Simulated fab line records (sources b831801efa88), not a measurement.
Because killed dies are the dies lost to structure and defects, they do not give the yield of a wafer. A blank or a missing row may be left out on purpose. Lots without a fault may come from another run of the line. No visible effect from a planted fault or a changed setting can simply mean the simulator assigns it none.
A lot that was struck, set against a sound lot	flow sfq line	37 steps out of a route of 325
Sound: wafers L167.1, L167.3, L167.5. Struck: wafer L155.2 (L155.4, L155.5, from the same lot, were not struck and are left out); the cause is given at the end.
For every step that has rows: the tool of each side, followed by ch and its chambers, followed by its first start. Under that, the readings that differ: sound wafers	struck wafers	difference of the means	sigmas: that difference in standard deviations of wafers without a fault.
alike: readings whose means differ by less than 2 such deviations, and words and numbers that are the same on both sides. not compared: withheld readings, readings that some wafer has no value for, bounds like >300 that may hide the same value, and numbers for which the record gives no deviation and whose values overlap.
Wherever a step has rows on one side only, a row that says differs or no value, or a row with sigmas, the two part there. Non-overlapping numbers with no deviation appear without sigmas and do not part them. Lack of a reading on every wafer of one side parts them only where that side has two or more wafers.

SFQ_R5_THK_MEAS_934: measures by xrf.
  sound on film metro-01 at day 62 04:34; struck on film metro-02 at day 53 14:47
  alike: R5_MONX_THK
then, 6 steps without rows for these wafers: SFQ_TRILAYER_R5_LITHO_COAT_141 (resist thk 62 nm); SFQ_TRILAYER_R5_LITHO_COAT_136 (resist thk 600 nm); SFQ_TRILAYER_R5_LITHO_SOFTBAKE_140; SFQ_TRILAYER_R5_LITHO_EXPOSE_137 (exposes mask R5, target cd 500 nm); SFQ_TRILAYER_R5_LITHO_PEB_139 (peb time 60 s); SFQ_TRILAYER_R5_LITHO_DEVELOP_138 (time 60 s).
-- the record jumps here: 5 days lie between the struck wafers' starts before and after --
SFQ_R5_OVL_MEAS_935:
  sound on overlay-02 at day 62 06:59; struck on overlay-02 at day 58 15:32
  alike: R5_OVL
SFQ_TRILAYER_R5_BARC_OPEN_METAL_ETCH_177: etches BARC in O2, target depth 125 nm, time 41.7 s.
  sound on rie metal-03 ch 0,1, day 62 07:01; struck on rie metal-02 ch 0, day 58 15:34
reading	sound	struck	difference	sigmas
drypump motor current A (A)	6.2 6.2 6.6	5.4	-0.9	-2
  alike: bias w, oes product au
  not compared: rf hours counter h
then, 3 steps without rows for these wafers: SFQ_TRILAYER_R5_ETCH_METAL_ETCH_139 (etches the open film in Cl2, stops on SiO2, target depth 60 nm, time 40 s); SFQ_TRILAYER_R5_STRIP_STRIP_140 (strips in O2); SFQ_TRILAYER_R5_STRIP_SOLV_CLEAN_141 (cleans in NMP, time 600 s).
SFQ_TRILAYER_A5C_DEP_PECVD_142: deposits SiO2 from SiH4/N2O, time 15.556 s, target thk 70 nm.
  sound on pecvd-03 ch 1,2, day 62 07:55; struck on pecvd-02 ch 2, day 58 16:28
reading	sound	struck	difference	sigmas
heater power w (W)	76 58 78	107	+36	+2
model.SiO2_of_TRILAYER_A5C_DEP_PECVD_142.thk nm (nm)	69.41 69.9 69.92	79.87	+10.13	
  alike: throttle valve pct
then, 6 steps without rows for these wafers: SFQ_TRILAYER_I5_LITHO_COAT_149 (resist thk 62 nm); SFQ_TRILAYER_I5_LITHO_COAT_144 (resist thk 650 nm); SFQ_TRILAYER_I5_LITHO_SOFTBAKE_148; SFQ_TRILAYER_I5_LITHO_EXPOSE_145 (exposes mask I5, target cd 700 nm); SFQ_TRILAYER_I5_LITHO_PEB_147 (peb time 60 s); SFQ_TRILAYER_I5_LITHO_DEVELOP_146 (time 60 s).
-- the record jumps here: 5 days lie between the struck wafers' starts before and after --
SFQ_I5_OVL_MEAS_936:
  sound on overlay-01 at day 66 20:33; struck on overlay-01 at day 63 19:35
  alike: I5_OVL
SFQ_TRILAYER_I5_BARC_OPEN_VIA_ETCH_200: etches BARC in O2, target depth 125 nm, time 41.7 s.
  sound on rie diel-02 ch 0,1,3, day 66 20:35; struck on rie diel-01 ch 0, day 63 19:37
reading	sound	struck	difference	sigmas
drypump motor current A (A)	5.77 5.53 5.78	5.08	-0.61	-2
  alike: bias w, oes product au
  not compared: rf hours counter h
SFQ_TRILAYER_I5_ETCH_VIA_ETCH_147: etches the open film in CHF3, stops on Nb, target depth 360 nm.
  sound on rie diel-02 ch 0,1,3, day 66 20:38; struck on rie diel-01 ch 0, day 63 19:39
reading	sound	struck	difference	sigmas
drypump motor current A (A)	5.76 5.48 5.77	5.10	-0.57	-2
  alike: bias w, oes product au
then, 8 steps without rows for these wafers: SFQ_TRILAYER_I5_STRIP_STRIP_148 (strips in O2); SFQ_TRILAYER_I5_STRIP_SOLV_CLEAN_149 (cleans in NMP, time 600 s); SFQ_TRILAYER_C5_LITHO_COAT_156 (resist thk 62 nm); SFQ_TRILAYER_C5_LITHO_COAT_151 (resist thk 650 nm); SFQ_TRILAYER_C5_LITHO_SOFTBAKE_155; SFQ_TRILAYER_C5_LITHO_EXPOSE_152 (exposes mask C5, target cd 500 nm); SFQ_TRILAYER_C5_LITHO_PEB_154 (peb time 60 s); SFQ_TRILAYER_C5_LITHO_DEVELOP_153 (time 60 s).
SFQ_C5_OVL_MEAS_937:
  sound on overlay-02 at day 66 23:48; struck on overlay-02 at day 63 23:29
  alike: C5_OVL
SFQ_TRILAYER_C5_BARC_OPEN_VIA_ETCH_210: etches BARC in O2, target depth 125 nm, time 41.7 s.
  sound on rie diel-01 ch 1,3, day 66 23:50; struck on rie diel-03 ch 1, day 63 23:31
reading	sound	struck	difference	sigmas
drypump motor current A (A)	5.6 5.6 5.6	4.8	-0.8	-2
  alike: bias w, oes product au
  not compared: rf hours counter h
SFQ_TRILAYER_C5_ETCH_VIA_ETCH_154: etches SiO2 in CHF3, stops on Nb, target depth 84 nm.
  sound on rie diel-01 ch 1,3, day 66 23:53; struck on rie diel-03 ch 1, day 63 23:33
reading	sound	struck	difference	sigmas
drypump motor current A (A)	5.7 5.6 5.6	4.8	-0.8	-3
oes product au (a.u.)	0.896 0.903 0.896	0.966	+0.068	+8
model.etch.depth nm (nm)	69.41 69.9 69.92	79.87	+10.13	
model.C5.feature depth nm (nm)	69.41 69.9 69.92	79.87	+10.13	
  alike: bias w
SFQ_TRILAYER_C5_STRIP_STRIP_155: strips in O2.
  sound on rie metal-03 ch 0,1, day 66 23:56; struck on rie metal-04 ch 0, day 63 23:36
reading	sound	struck	difference	sigmas
oes product au (a.u.)	1.004 1.004 1.005	0.965	-0.039	-3
  alike: drypump motor current A
  not compared: rf hours counter h
then, 1 step without rows for these wafers: SFQ_TRILAYER_C5_STRIP_SOLV_CLEAN_156 (cleans in NMP, time 600 s).
SFQ_TRILAYER_M6_DEP_PRE_CLEAN_158: time 22.5 s.
  sound on pvd sputter-06 at day 67 00:42; struck on pvd sputter-03 at day 64 00:23
reading	sound	struck	difference	sigmas
model.SiO2_of_TRILAYER_A5C_DEP_PECVD_142.thk nm (nm)	61.91 62.4 62.42	72.37	+10.13	
then, 1 step without rows for these wafers: SFQ_TRILAYER_M6_DEP_SPUTTER_157 (material Nb, target thk 200 nm, time 133.3 s).

WHERE THEY PART
At SFQ_TRILAYER_R5_BARC_OPEN_METAL_ETCH_177 first; at SFQ_TRILAYER_C5_STRIP_STRIP_155 last (within this record only).

WHY: what the simulator had put in
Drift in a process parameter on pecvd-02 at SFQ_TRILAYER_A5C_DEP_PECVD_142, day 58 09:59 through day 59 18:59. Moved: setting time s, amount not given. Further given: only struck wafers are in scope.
